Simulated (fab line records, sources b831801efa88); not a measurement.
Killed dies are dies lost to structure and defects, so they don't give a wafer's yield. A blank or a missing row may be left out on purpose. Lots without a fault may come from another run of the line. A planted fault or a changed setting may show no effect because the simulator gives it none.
Which tool did it? | flow gf180mcu | 15 lots, 45 wafers sampled, at 6 steps of a route of 602

WHAT THE GAUGES READ, wafer by wafer
GF_CONTACT_OVL_MEAS_15. Usual: CONTACT_OVL -4 nm, standard deviation 4.8.
lot  | measured     | on         | CONTACT_OVL (nm) | flag
L940 | day 16 08:16 | overlay-02 | -5 0 -2          |
L944 | day 18 00:54 | overlay-02 | -1 -2 5          |
L945 | day 18 05:04 | overlay-01 | -3 1 2           |
L946 | day 18 22:11 | overlay-02 | -7 -3 1          |
L947 | day 18 22:50 | overlay-02 | -6 -1 -11        |
L948 | day 19 14:04 | overlay-02 | -3 -4 -3         |
L949 | day 19 20:36 | overlay-01 | -9 -6 -5         |
L951 | day 20 15:30 | overlay-02 | -3 -8 -6         |
L953 | day 21 09:41 | overlay-02 | -4 4 -1          |
L954 | day 21 14:45 | overlay-01 | -7 -11 -4        |
L955 | day 21 20:34 | overlay-02 | 3 3 2            |
L956 | day 22 07:04 | overlay-01 | -9 -8 -12        |
L957 | day 22 14:43 | overlay-01 | -1 1 -2          |
L961 | day 23 20:43 | overlay-02 | -7 -3 -10        |
L962 | day 24 11:42 | overlay-02 | -10 -9 -5        |

GF_CONTACT_THK_MEAS_26: measures by xrf. Usual: CONTACT_W_THK 298 nm, standard deviation 5.1.
lot  | measured     | on            | CONTACT_W_THK (nm) | flag
L940 | day 16 09:05 | film_metro-04 | 298 295 293        |
L944 | day 18 01:43 | film_metro-02 | 304 297 295        |
L945 | day 18 05:54 | film_metro-02 | 291 289 292        |
L946 | day 18 23:02 | film_metro-01 | 303 295 297        |
L947 | day 18 23:40 | film_metro-04 | 301 298 300        |
L948 | day 19 14:55 | film_metro-04 | 305 310 308        |
L949 | day 19 21:26 | film_metro-04 | 303 305 304        |
L951 | day 20 16:20 | film_metro-01 | 300 297 302        |
L953 | day 21 10:31 | film_metro-02 | 293 296 292        |
L954 | day 21 15:35 | film_metro-01 | 301 298 300        |
L955 | day 21 21:23 | film_metro-02 | 292 294 291        |
L956 | day 22 07:53 | film_metro-02 | 297 301 301        |
L957 | day 22 15:32 | film_metro-01 | 305 303 305        |
L961 | day 23 21:32 | film_metro-02 | 299 298 297        |
L962 | day 24 12:32 | film_metro-01 | 299 299 299        |

GF_M1_RS_MEAS_05: measures by four-point-probe. Usual: M1_ALCU_RS 0.0695 ohm/sq, standard deviation 0.0011.
lot  | measured     | on            | M1_ALCU_RS (ohm/sq)  | flag
L940 | day 16 09:41 | film_metro-01 | 0.0703 0.0705 0.0695 |
L944 | day 18 02:18 | film_metro-01 | 0.0702 0.0689 0.0687 |
L945 | day 18 06:31 | film_metro-03 | 0.0690 0.0714 0.0704 |
L946 | day 18 23:37 | film_metro-03 | 0.0690 0.0704 0.0687 |
L947 | day 19 00:15 | film_metro-03 | 0.0682 0.0694 0.0682 |
L948 | day 19 15:31 | film_metro-03 | 0.0688 0.0687 0.0673 |
L949 | day 19 22:01 | film_metro-04 | 0.0692 0.0695 0.0698 |
L951 | day 20 16:55 | film_metro-03 | 0.0708 0.0700 0.0691 |
L953 | day 21 11:06 | film_metro-04 | 0.0713 0.0696 0.0702 |
L954 | day 21 16:11 | film_metro-04 | 0.0701 0.0687 0.0691 |
L955 | day 21 21:59 | film_metro-03 | 7.0827 7.0776 7.1877 | OFF
L956 | day 22 08:29 | film_metro-04 | 7.0975 7.0747 7.0745 | OFF
L957 | day 22 16:07 | film_metro-01 | 7.0248 7.1050 7.0809 | OFF
L961 | day 23 22:08 | film_metro-01 | 0.0704 0.0702 0.0716 |
L962 | day 24 13:07 | film_metro-01 | 0.0686 0.0683 0.0677 |

GF_M1_THK_MEAS_06: measures by xrf. Usual: M1_ALCU_THK 451 nm, standard deviation 7.3.
lot  | measured     | on            | M1_ALCU_THK (nm) | flag
L940 | day 16 09:48 | film_metro-01 | 443 443 449      |
L944 | day 18 02:25 | film_metro-01 | 443 451 447      |
L945 | day 18 06:37 | film_metro-03 | 449 437 444      |
L946 | day 18 23:44 | film_metro-03 | 454 444 457      |
L947 | day 19 00:22 | film_metro-03 | 459 452 456      |
L948 | day 19 15:37 | film_metro-03 | 454 457 463      |
L949 | day 19 22:08 | film_metro-04 | 454 455 455      |
L951 | day 20 17:02 | film_metro-03 | 439 445 452      |
L953 | day 21 11:13 | film_metro-04 | 441 450 448      |
L954 | day 21 16:17 | film_metro-04 | 449 458 455      |
L955 | day 21 22:05 | film_metro-03 | <0 <0 <0         | OFF
L956 | day 22 08:35 | film_metro-04 | <0 <0 <0         | OFF
L957 | day 22 16:14 | film_metro-01 | <0 <0 <0         | OFF
L961 | day 23 22:14 | film_metro-01 | 447 446 438      |
L962 | day 24 13:14 | film_metro-01 | 455 456 461      |

WHICH TOOL RAN EACH LOT (tool, then ch and the chambers of the sampled wafers, then the start)
lot  | GF_CONTACT_CVD_02               | GF_M1_SPUTTER_02
L940 | pecvd-02 ch 0,1,2, day 15 10:25 | pvd_sputter-01, day 16 09:34
L944 | pecvd-02 ch 0,1, day 17 00:43   | pvd_sputter-02, day 18 02:13
L945 | pecvd-02 ch 0,1,2, day 17 05:22 | pvd_sputter-01, day 18 06:23
L946 | pecvd-01 ch 0,1,2, day 17 21:22 | pvd_sputter-02, day 18 23:31
L947 | pecvd-02 ch 0,1, day 17 21:55   | pvd_sputter-04, day 19 00:10
L948 | pecvd-01 ch 0,1,2, day 18 12:35 | pvd_sputter-02, day 19 15:23
L949 | pecvd-04 ch 1,2, day 18 19:28   | pvd_sputter-02, day 19 21:56
L951 | pecvd-01 ch 1,2, day 19 14:43   | pvd_sputter-01, day 20 16:49
L953 | pecvd-01 ch 0,1, day 20 08:36   | pvd_sputter-01, day 21 11:01
L954 | pecvd-01 ch 0,1,2, day 20 15:09 | pvd_sputter-02, day 21 16:04
L955 | pecvd-01 ch 0,2, day 20 20:31   | pvd_sputter-01, day 21 21:52
L956 | pecvd-01 ch 1,2, day 21 06:25   | pvd_sputter-02, day 22 08:22
L957 | pecvd-04 ch 0,1,2, day 21 14:08 | pvd_sputter-04, day 22 16:01
L961 | pecvd-04 ch 0,1, day 22 21:52   | pvd_sputter-01, day 23 22:01
L962 | pecvd-01 ch 0,1,2, day 23 13:22 | pvd_sputter-04, day 24 13:02
- GF_CONTACT_CVD_02: deposits SiO2 from TEOS, target thk 860 nm, time 95.992 s.
- GF_M1_SPUTTER_02: material AlCu, target thk 450 nm, time 23.9 s.

WHAT THE TOOLS THEMSELVES READ (means of the sampled wafers that have a number; where no wafer has one, the mark that the record gives instead)
GF_CONTACT_CVD_02. Usual: heater_power_w 636 W, standard deviation 120.
lot  | tool     | heater_power_w (W) | flag
L940 | pecvd-02 | 631                |
L944 | pecvd-02 | 640                |
L945 | pecvd-02 | 593                |
L946 | pecvd-01 | 769                |
L947 | pecvd-02 | 578                |
L948 | pecvd-01 | 711                |
L949 | pecvd-04 | 644                |
L951 | pecvd-01 | 865                |
L953 | pecvd-01 | 701                |
L954 | pecvd-01 | 695                |
L955 | pecvd-01 | 636                |
L956 | pecvd-01 | 786                |
L957 | pecvd-04 | 606                |
L961 | pecvd-04 | 565                |
L962 | pecvd-01 | 691                |

GF_M1_SPUTTER_02. Usual: cathode_dc_power_W 10600 W, standard deviation 2; chamber_pressure_pa 0.4000 Pa, standard deviation 0.00084; throttle_valve_pct 30.1 %, standard deviation 0.88.
lot  | tool           | cathode_dc_power_W (W) | chamber_pressure_pa (Pa) | throttle_valve_pct (%) | flag
L940 | pvd_sputter-01 | 10601                  | 0.3999                   | 30.5                   |
L944 | pvd_sputter-02 | 10601                  | 0.3993                   | 30.3                   |
L945 | pvd_sputter-01 | 10600                  | 0.3995                   | 30.7                   |
L946 | pvd_sputter-02 | 10599                  | 0.3999                   | 30.0                   |
L947 | pvd_sputter-04 | 10599                  | 0.4003                   | 29.6                   |
L948 | pvd_sputter-02 | 10600                  | 0.3994                   | 29.9                   |
L949 | pvd_sputter-02 | 10599                  | 0.4001                   | 29.8                   |
L951 | pvd_sputter-01 | 10601                  | 0.3992                   | 30.5                   |
L953 | pvd_sputter-01 | 10601                  | 0.4000                   | 30.1                   |
L954 | pvd_sputter-02 | 10600                  | 0.3995                   | 29.8                   |
L955 | pvd_sputter-01 | -                      | -                        | -                      | OFF
L956 | pvd_sputter-02 | -                      | -                        | -                      | OFF
L957 | pvd_sputter-04 | -                      | -                        | -                      | OFF
L961 | pvd_sputter-01 | 10599                  | 0.3999                   | 30.5                   |
L962 | pvd_sputter-04 | 10597                  | 0.4004                   | 30.2                   |

THE ANSWER, worked out from the rows above alone
Rule: a lot is off if the mean of its wafers that have a number lies more than 3 standard deviations from the usual mean. A lot without any number at a reading at which 4 lots or more have one is off too. The other lots that the step has rows for count as sound. The gauges are gone through in route order, then the tools' own readings, and for those a lot's mean is taken as printed above. The first step at which some lot is off is used, and at that step the reading that is off furthest; a lot without a number counts as furthest.
Off: L955, L956, L957, at GF_M1_RS_MEAS_05 (M1_ALCU_RS).
A tool fits if, at a process step before that reading, it ran every lot that is off, and no sound lot after the first of them. The gauges at GF_M1_RS_MEAS_05 aren't tried: what is off there is off at GF_M1_SPUTTER_02 too, on other tools, and a gauge's error can't cause that. None of those tried fits.

WHAT THE SIMULATOR HAD PUT IN
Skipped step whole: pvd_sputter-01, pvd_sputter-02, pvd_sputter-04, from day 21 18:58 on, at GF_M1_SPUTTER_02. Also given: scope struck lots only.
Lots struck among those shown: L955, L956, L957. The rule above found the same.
